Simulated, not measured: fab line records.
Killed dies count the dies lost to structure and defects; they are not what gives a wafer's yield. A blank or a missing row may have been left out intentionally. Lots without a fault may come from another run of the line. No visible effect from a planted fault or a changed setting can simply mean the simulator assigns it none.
fab line records -- flow sky130
record lots=5, wafers=15, last_day=50
route steps=708 shown DNWELL@41 PWDE@45 NWELL@56 PAD_OPEN@708
lots that met no fault: taken from a fault-free run of the same line
start_h: hours from the record's first day to the start of the lot's first wafer shown -- wait_h: hours from the lot's prior step to this one -- " as in the row above -- L1.1+2: a row that stands for several wafers -- - no value, or no start given -- * or withheld: withheld -- < > ~ a bound
route shown NAME@n: names a module that has steps shown in the file, with the first one's number in the route -- usual: mean/standard deviation taken from wafers without a fault -- same: alike in all rows -- chamber/n: place in a boat -- sites: readings site by site -- _std_site: standard deviation across them -- _edge_site: inner sites' mean taken away from outer sites' mean -- radius_mm: for every site, how far away it sits from the centre of the wafer -- mask NAME#n: copy n -- behind: the most recent tool/chamber to have shaped the wafer -- hold: why the lot went on hold/how many hours it stayed there/how the hold came to an end -- device: the transistor (n, p or np) that didn't switch -- end of line: the same wafers' tests at the end of the route -- for a step that has no rows: nothing shown but its recipe -- killed: the dies lost at the first sort to structure and to defects; this is not the yield of the wafer -- map: a wafer's dies, marking killed ones x, the rest . and places with no die _
set.NAME: the setting the step ran with; set.NAME@STEP: the setting that earlier step ran with -- model.NAME: the simulator's own value behind a step, which no gauge read
lots at selected steps of the route; one table per step, one row per wafer
services: a tool's chamber out of use, with start hour (start_h, from the record's first day; less than 0 if before it), hours out, and reason
## steps
# step SKY_DNWELL_DEVELOP_06
# recipe wall_angle_deg=90, developer=TMAH, develop_time_s=60, dev_temp_c=23
# step SKY_DNWELL_IMPLANT_07
# recipe species=P, energy_kev=withheld, dose_cm2=withheld, tilt_deg=withheld
# step SKY_DNWELL_STRIP_08
# recipe chemistry=O2/N2, power_w=1400, pressure_mtorr=1500, platen_temp_c=withheld, o2_flow_sccm=3000, n2_flow_sccm=300, overash_fraction=0.5
# step SKY_PWDE_DEHYDRATE_00
# recipe temp_c=200, time_s=60
# step SKY_PWDE_HMDS_01
# recipe prime_time_s=60, prime_temp_c=120
# step SKY_PWDE_COAT_02
# recipe spin_rpm=2000, resist_thk_nm=3000
# step SKY_PWDE_SOFTBAKE_03
# recipe temp_c=110, time_s=withheld
# step SKY_PWDE_EXPOSE_04
# recipe mask_id=PWDEM, na=0.6, source_shape=conventional, sigma_outer=0.6, polarization=unpolarized, target_cd_nm=840, dose_mj=214
# step SKY_PWDE_PEB_05
# recipe temp_c=115, time_s=withheld
# step SKY_PWDE_DEVELOP_06
# recipe wall_angle_deg=90, developer=TMAH, develop_time_s=60, dev_temp_c=23
# step SKY_PWDE_IMPLANT_08
# recipe species=B, energy_kev=150, dose_cm2=3.6e+12, tilt_deg=withheld
# usual beam_on_s=10.02/0.19, dose_ions_cm2=3.6e+12/3.8e+09, end_station_pressure_torr=5.04e-06/2.7e-07, faraday_current_uA=20.3/0.38
lot.wafer,tool,chamber,start_h,wait_h,beam_on_s,dose_ions_cm2,end_station_pressure_torr,faraday_current_uA
L915.1,implanter-03,0,108.94,0.0,11.35,3.605e+12,7.162e-05,17.5
L915.2,implanter-03,0,108.94,0.0,11.41,3.595e+12,7.495e-05,17.4
L915.3,implanter-03,0,108.94,0.0,11.11,3.598e+12,7.621e-05,17.8
L917.1,implanter-03,0,114.26,0.0,11.24,3.609e+12,8.234e-05,17.7
L917.3,implanter-03,0,114.26,0.0,11.22,3.604e+12,8.502e-05,17.8
L917.6,implanter-03,0,114.26,0.0,11.09,3.606e+12,7.576e-05,18.0
L920.2,implanter-03,0,122.33,0.0,11.56,3.604e+12,7.783e-05,17.2
L920.3,implanter-03,0,122.33,0.0,11.75,3.597e+12,7.929e-05,17.0
L920.6,implanter-03,0,122.33,0.0,11.27,3.597e+12,8.108e-05,17.7
L931.1,implanter-03,0,193.39,0.0,9.61,3.598e+12,5.24e-06,21.1
L931.3,implanter-03,0,193.39,0.0,9.98,3.607e+12,4.89e-06,20.4
L931.6,implanter-03,0,193.39,0.0,10.01,3.601e+12,5.24e-06,20.3
L933.1,implanter-01,0,202.14,0.0,10.10,3.598e+12,5.27e-06,20.1
L933.5,implanter-01,0,202.14,0.0,9.52,3.6e+12,4.86e-06,21.2
L933.6,implanter-01,0,202.14,0.0,10.25,3.599e+12,5.32e-06,19.9
# step SKY_PWDE_STRIP_09
# recipe chemistry=O2/N2, power_w=1400, pressure_mtorr=1500, platen_temp_c=withheld, o2_flow_sccm=3000, n2_flow_sccm=300, overash_fraction=0.5
# step SKY_PWDE_TW_MEAS_10
# usual PWDE_TW=374.9/2.5
lot.wafer,tool,chamber,start_h,wait_h,PWDE_TW
L915.1,film_metro-01,-,109.19,0.1,391.0
L915.2,film_metro-01,-,109.19,0.1,393.3
L915.3,film_metro-01,-,109.19,0.1,391.1
L917.1,film_metro-04,-,114.51,0.1,385.5
L917.3,film_metro-04,-,114.51,0.1,386.9
L917.6,film_metro-04,-,114.51,0.1,384.5
L920.2,film_metro-03,-,122.56,0.1,394.1
L920.3,film_metro-03,-,122.56,0.1,392.6
L920.6,film_metro-03,-,122.56,0.1,391.2
L931.1,film_metro-04,-,193.64,0.1,370.2
L931.3,film_metro-04,-,193.64,0.1,372.9
L931.6,film_metro-04,-,193.64,0.1,372.2
L933.1,film_metro-03,-,202.39,0.1,378.1
L933.5,film_metro-03,-,202.39,0.1,376.7
L933.6,film_metro-03,-,202.39,0.1,378.0
# step SKY_NWELL_DEHYDRATE_03
# recipe temp_c=200, time_s=60
# step SKY_NWELL_HMDS_04
# recipe prime_time_s=60, prime_temp_c=120
# step SKY_NWELL_COAT_05
# recipe spin_rpm=2000, resist_thk_nm=3000
# step SKY_NWELL_SOFTBAKE_06
# recipe temp_c=110, time_s=withheld
# step SKY_NWELL_EXPOSE_07
# recipe mask_id=NWM, na=0.6, source_shape=conventional, sigma_outer=0.6, polarization=unpolarized, target_cd_nm=840, dose_mj=255
# step SKY_NWELL_PEB_08
# recipe temp_c=115, time_s=withheld
# step SKY_NWELL_DEVELOP_09
# recipe wall_angle_deg=90, developer=TMAH, develop_time_s=60, dev_temp_c=23
# step SKY_NWELL_IMPLANT_11
# recipe species=P, energy_kev=400, dose_cm2=1.9e+13, tilt_deg=withheld
# step SKY_NWELL_IMPLANT_12
# recipe species=P, energy_kev=120, dose_cm2=1.3e+12, tilt_deg=withheld
# step SKY_NWELL_IMPLANT_13
# recipe species=P, energy_kev=50, dose_cm2=7e+11, tilt_deg=withheld
# step SKY_NWELL_STRIP_14
# recipe chemistry=O2/N2, power_w=1400, pressure_mtorr=1500, platen_temp_c=withheld, o2_flow_sccm=3000, n2_flow_sccm=300, overash_fraction=0.5
# step SKY_NWELL_DEHYDRATE_16
# recipe temp_c=200, time_s=60
# step SKY_NWELL_HMDS_17
# recipe prime_time_s=60, prime_temp_c=120
# step SKY_NWELL_COAT_18
# recipe spin_rpm=2000, resist_thk_nm=3000
# step SKY_NWELL_SOFTBAKE_19
# recipe temp_c=110, time_s=withheld
# step SKY_NWELL_EXPOSE_20
# recipe mask_id=NWM_COMPLEMENT, na=0.6, source_shape=conventional, sigma_outer=0.6, polarization=unpolarized, target_cd_nm=840, dose_mj=260
# step SKY_NWELL_PEB_21
# recipe temp_c=115, time_s=withheld
# step SKY_NWELL_DEVELOP_22
# recipe wall_angle_deg=90, developer=TMAH, develop_time_s=60, dev_temp_c=23
# step SKY_NWELL_IMPLANT_24
# recipe species=B, energy_kev=140, dose_cm2=9.2e+12, tilt_deg=withheld
# step SKY_NWELL_STRIP_25
# recipe chemistry=O2/N2, power_w=1400, pressure_mtorr=1500, platen_temp_c=withheld, o2_flow_sccm=3000, n2_flow_sccm=300, overash_fraction=0.5
# step SKY_NWELL_CLEAN_27
# recipe chemistry=SC1/SC2, mix=1:4:20, temp_c=70, time_s=150, dry=n2_spin
# step SKY_NWELL_RTA_28
# recipe temp_c=1050, time_s=30, idle_temp_c=650, ramp_up_c_per_s=150, ramp_down_c_per_s=90, ambient=N2
# step SKY_NWELL_RS_MEAS_31
# recipe thk_meas_gauge=four-point-probe
# usual PWDE_RS=5277/24
lot.wafer,tool,chamber,start_h,wait_h,PWDE_RS[ohm/sq]
L915.1,film_metro-01,-,149.39,0.1,4775
L915.2,film_metro-01,-,149.39,0.1,4771
L915.3,film_metro-01,-,149.39,0.1,4799
L917.1,film_metro-03,-,156.09,0.1,4780
L917.3,film_metro-03,-,156.09,0.1,4778
L917.6,film_metro-03,-,156.09,0.1,4793
L920.2,film_metro-04,-,162.01,0.1,4761
L920.3,film_metro-04,-,162.01,0.1,4768
L920.6,film_metro-04,-,162.01,0.1,4756
L931.1,film_metro-03,-,240.35,0.1,5263
L931.3,film_metro-03,-,240.35,0.1,5288
L931.6,film_metro-03,-,240.35,0.1,5271
L933.1,film_metro-04,-,248.64,0.1,5262
L933.5,film_metro-04,-,248.64,0.1,5261
L933.6,film_metro-04,-,248.64,0.1,5262
# step SKY_PAD_OPEN_PROBE_99
# usual killed_at_M0_to_M3=43/6.6, killed_at_M4_up=2.9/1.6, killed_at_contacts=24/4.9, killed_at_front_end=15/4.5, killed_at_other=0.2/0.45, killed_dies=86/8.8, killed_open=48/6.4, killed_short=38/5.6
# same gross_dies=492, killed_at_back_side=0
lot.wafer,tool,chamber,start_h,wait_h,killed_at_M0_to_M3,killed_at_M4_up,killed_at_contacts,killed_at_front_end,killed_at_other,killed_dies,killed_open,killed_short,model.etest.res_p_drift_20v.line_ohm_um,model.etest.res_p_drift_20v.rs_ohm_sq,model.etest.res_pwde_under_gate.rs_ohm_sq
L915.1,prober-01,-,1126.24,0.1,42,3,17,17,0,79,46,33,1.068e+04,8949,5449
L915.2,prober-01,-,1126.29,0.1,37,6,21,10,0,74,38,36,1.05e+04,8749,5438
L915.3,prober-01,-,1126.34,0.2,50,3,25,18,0,96,58,38,1.016e+04,8478,5476
L917.1,prober-01,-,1136.93,0.1,49,2,33,18,0,102,51,51,1.074e+04,9023,5520
L917.3,prober-01,-,1137.03,0.2,39,2,34,15,1,91,59,32,1.113e+04,9166,5544
L917.6,prober-01,-,1137.18,0.2,53,3,26,11,0,93,45,48,1.116e+04,9293,5597
L920.2,prober-02,-,1140.08,0.1,45,6,15,17,0,83,45,38,9181,7612,5459
L920.3,prober-02,-,1140.13,0.2,51,6,23,7,1,88,45,43,9148,7625,5518
L920.6,prober-02,-,1140.28,0.2,38,2,29,13,0,82,46,36,9089,7554,5489
L931.1,prober-01,-,1202.84,0.1,39,1,27,13,0,80,45,35,1.103e+04,9339,6206
L931.3,prober-01,-,1202.94,0.2,53,1,24,14,1,93,53,40,1.156e+04,9750,6317
L931.6,prober-01,-,1203.09,0.2,55,0,30,11,0,96,55,41,1.161e+04,9712,6247
L933.1,prober-01,-,1204.80,0.1,30,3,25,24,1,83,48,35,1.093e+04,9066,6147
L933.5,prober-01,-,1205.00,0.2,42,4,28,13,0,87,50,37,1.106e+04,9309,6175
L933.6,prober-01,-,1205.05,0.2,40,4,33,18,0,95,47,48,1.178e+04,9836,6188
# killed by level:class
L915.1 LI_CONTACT:geometric_particle:open=10 VIA1:geometric_particle:open=7 VIA2:geometric_particle:open=7 VIA3:geometric_particle:open=6 POLY_GATE:geometric_particle:short=5 VIA2:geometric_particle:short=5 FIELD_ISO:geometric_particle:open=4 METAL1:geometric_particle:short=4
L915.2 CONTACT:geometric_particle:open=9 LI_CONTACT:geometric_particle:open=6 METAL1:geometric_particle:short=6 METAL4:geometric_particle:short=6 VIA1:geometric_particle:open=6 VIA2:geometric_particle:open=6 METAL2:geometric_particle:short=4 LI_CONTACT:geometric_particle:short=3
L915.3 LI_CONTACT:geometric_particle:open=13 CONTACT:geometric_particle:open=10 VIA1:geometric_particle:open=10 METAL1:geometric_particle:short=8 VIA2:geometric_particle:open=7 METAL2:geometric_particle:short=7 FIELD_ISO:geometric_particle:open=6 FIELD_ISO:geometric_particle:short=5
L917.1 CONTACT:geometric_particle:open=14 VIA3:geometric_particle:open=10 FIELD_ISO:geometric_particle:short=8 METAL1:geometric_particle:short=8 LI_CONTACT:geometric_particle:open=7 VIA1:geometric_particle:open=7 VIA2:geometric_particle:open=5 CONTACT:geometric_particle:short=5
L917.3 LI_CONTACT:geometric_particle:open=12 VIA1:geometric_particle:open=12 CONTACT:geometric_particle:open=9 VIA3:geometric_particle:open=9 FIELD_ISO:geometric_particle:open=6 CONTACT:geometric_particle:short=6 FIELD_ISO:geometric_particle:short=5 LI_CONTACT:geometric_particle:short=4
L917.6 VIA1:geometric_particle:open=11 VIA3:geometric_particle:open=8 METAL3:geometric_particle:short=7 LI_CONTACT:geometric_particle:open=7 METAL1:geometric_particle:short=7 CONTACT:geometric_particle:open=7 CONTACT:geometric_particle:short=5 FIELD_ISO:geometric_particle:short=4
L920.2 VIA1:geometric_particle:open=11 VIA2:geometric_particle:open=8 FIELD_ISO:geometric_particle:short=6 LI_CONTACT:geometric_particle:open=6 VIA3:geometric_particle:open=6 METAL2:geometric_particle:short=5 VIA3:geometric_particle:short=5 FIELD_ISO:geometric_particle:open=4
L920.3 VIA1:geometric_particle:open=13 VIA3:geometric_particle:open=9 CONTACT:geometric_particle:open=8 LI_CONTACT:geometric_particle:open=6 CONTACT:geometric_particle:short=6 METAL1:geometric_particle:short=5 METAL2:geometric_particle:short=5 VIA1:geometric_particle:short=4
L920.6 LI_CONTACT:geometric_particle:open=10 CONTACT:geometric_particle:open=10 VIA1:geometric_particle:open=8 FIELD_ISO:geometric_particle:short=7 VIA3:geometric_particle:open=6 METAL1:geometric_particle:short=5 VIA1:geometric_particle:short=5 LI_CONTACT:geometric_particle:short=4
L931.1 VIA1:geometric_particle:open=14 CONTACT:geometric_particle:open=8 LI_CONTACT:geometric_particle:open=7 FIELD_ISO:geometric_particle:short=6 METAL1:geometric_particle:short=6 CONTACT:geometric_particle:short=5 VIA1:geometric_particle:short=4 FIELD_ISO:geometric_particle:open=3
L931.3 VIA1:geometric_particle:open=16 CONTACT:geometric_particle:open=8 FIELD_ISO:geometric_particle:short=6 VIA2:geometric_particle:short=6 LOCAL_INTERCONNECT:geometric_particle:short=6 VIA3:geometric_particle:open=6 VIA2:geometric_particle:open=6 CONTACT:geometric_particle:short=4
L931.6 CONTACT:geometric_particle:open=11 VIA1:geometric_particle:open=11 VIA2:geometric_particle:open=10 METAL2:geometric_particle:short=8 VIA3:geometric_particle:open=8 LI_CONTACT:geometric_particle:open=6 METAL1:geometric_particle:short=6 LOCAL_INTERCONNECT:geometric_particle:short=5
L933.1 POLY_GATE:geometric_particle:short=9 LI_CONTACT:geometric_particle:open=9 CONTACT:geometric_particle:open=8 VIA2:geometric_particle:open=7 VIA1:geometric_particle:open=6 VIA3:geometric_particle:open=6 POLY_GATE:geometric_particle:open=5 FIELD_ISO:geometric_particle:short=4
L933.5 LI_CONTACT:geometric_particle:open=12 CONTACT:geometric_particle:open=9 METAL1:geometric_particle:short=7 VIA3:geometric_particle:open=7 METAL2:geometric_particle:short=7 POLY_GATE:geometric_particle:open=6 SPACER:geometric_particle:open=4 CONTACT:geometric_particle:short=4
L933.6 CONTACT:geometric_particle:open=10 VIA2:geometric_particle:open=9 CONTACT:geometric_particle:short=8 LI_CONTACT:geometric_particle:open=7 METAL2:geometric_particle:short=7 POLY_GATE:geometric_particle:short=5 VIA3:geometric_particle:open=5 FIELD_ISO:geometric_particle:open=4
## services
tool,chamber,start_h,hours,kind
implanter-01,-,101.83,1.0,repair
implanter-03,-,122.66,2.0,repair
implanter-01,-,158.69,3.5,repair
## key
first_sign step=SKY_PWDE_IMPLANT_08, reading=end_station_pressure_torr, direction=up, sigmas=99+, usual=5.04e-06, struck=7.823e-05
effect step=SKY_PWDE_IMPLANT_08, reading=faraday_current_uA, direction=down, sigmas=7, usual=20.3, struck=17.6
effect step=SKY_PWDE_TW_MEAS_10, reading=PWDE_TW, direction=up, sigmas=6.2, usual=374.9, struck=390.0
effect step=SKY_NWELL_RS_MEAS_31, reading=PWDE_RS, direction=down, sigmas=21, usual=5277, struck=4776
model_effect step=SKY_PAD_OPEN_PROBE_99, value=etest.res_p_drift_20v.line_ohm_um, without=1.142e+04, struck=1.02e+04
met_at SKY_PWDE_IMPLANT_08
struck_wafers L915.1,L915.2,L915.3,L917.1,L917.3,L917.6,L920.2,L920.3,L920.6
tester_left_out L915,L917,L920
fault kind=process_parameter_drift, tool=implanter-03, chamber=-, onset_h=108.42, steps=SKY_PWDE_IMPLANT_08, channel=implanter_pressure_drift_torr, offset=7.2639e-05, shape=step, end_h=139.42
fault kind=process_parameter_drift, tool=implanter-03, chamber=-, onset_h=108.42, steps=SKY_PWDE_IMPLANT_08, channel=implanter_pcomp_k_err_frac, offset=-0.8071, shape=step, end_h=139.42
# tester_left_out: of these lots the tester's yield and bins aren't shown, on N5 and GAA mostly nor the transistor test; their killed dies are dies lost to structure and defects alone, not to doping, threshold or leakage, so they don't give the yield
